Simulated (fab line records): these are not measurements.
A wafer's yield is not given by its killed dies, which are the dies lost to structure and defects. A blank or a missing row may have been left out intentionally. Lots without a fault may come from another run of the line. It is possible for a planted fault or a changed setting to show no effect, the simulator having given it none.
Problem report in the 8D (eight disciplines) form, filled by code :: flow sky130 :: the parts of the form that need people (team, actions taken, sign-off) are left out

1. THE ISSUE
At SKY_PAD_OPEN_COAT_02, spinSpeedRpm averages 2093.8 rpm over 6 wafers from 2 lots, while fault-free wafers read 1999.8 rpm, standard deviation 1.2. Relative to the usual mean, that is a shift of +78 standard deviations.
The step: resist thk 3000 nm.
The first sign was on wafer L433.1 at day 50 02:34, on lithoTrack-02. The record holds 33 wafers of 11 lots with a number at this step. Rule for "out" (also "out of limits"): further than 4 standard deviations from the usual mean. The rest of the wafers with a number are treated as sound.

2. WHAT IT IS, WHAT IT ISN'T
question: which readings at this step
is: spinSpeedRpm
is not: -

question: which lots
is: L433, L434
is not: L412, L416, L417, L420, L421, L422, L423, L425, L435

question: which wafers of those lots
is: all that have a number
is not: -

question: read on which tools
is: lithoTrack-02
is not: lithoTrack-01, lithoTrack-04

question: when
is: from day 50 02:34
is not: up to then (24 sound wafers); but 3 sound wafers of L435 came after

3. WHAT RULES OUT EACH SUSPECT
Counting: any tool at a process step up to the reading is kept as a suspect provided that every lot that is out went through it and no sound lot did after the first of them.
- lithoTrack-02 at SKY_PAD_OPEN_COAT_02 (resist thk 3000 nm): kept. It processed each lot that is out, first L433 at day 50 02:34, and no sound lot thereafter; up to then, the last sound lot it processed was L423 at day 48 04:25. Out on those wafers are its own readings of spinSpeedRpm.
Left after counting: lithoTrack-02 at SKY_PAD_OPEN_COAT_02.

4. THE CAUSE (what the simulator had put in)
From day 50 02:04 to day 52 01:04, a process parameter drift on lithoTrack-02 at SKY_PAD_OPEN_COAT_02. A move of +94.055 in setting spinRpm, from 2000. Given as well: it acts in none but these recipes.
The count eliminated every tool but this one.

5. THE EFFECT CHAIN, in route order
One row per reading whose mean, taken over the struck wafers that have a number, lies over 3 standard deviations from the usual. Readings are gone through only where the record gives a usual standard deviation; hours: the median, over the lots, of the time from a lot's start at the first step in this table giving one to that lot's start at this step; sigmas: the change measured in usual standard deviations.
hours: 0
step: SKY_PAD_OPEN_COAT_02
reading: spinSpeedRpm
usual: 1999.8 rpm
on struck wafers: 2093.8
change: +94.0
sigmas: +78

hours: 8
step: SKY_PAD_OPEN_STRIP_08
reading: stripTimeToEndpointS
usual: 37.03 s
on struck wafers: 36.37
change: -0.66
sigmas: -7.5
The process steps in it:
- SKY_PAD_OPEN_COAT_02: resist thk 3000 nm.
- SKY_PAD_OPEN_STRIP_08: strips in O2/N2.

6. HOW IT WOULD HAVE BEEN CAUGHT EARLIER
In this record the first reading out of limits was taken at day 50 02:34, 0 hours after the fault began at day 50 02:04.
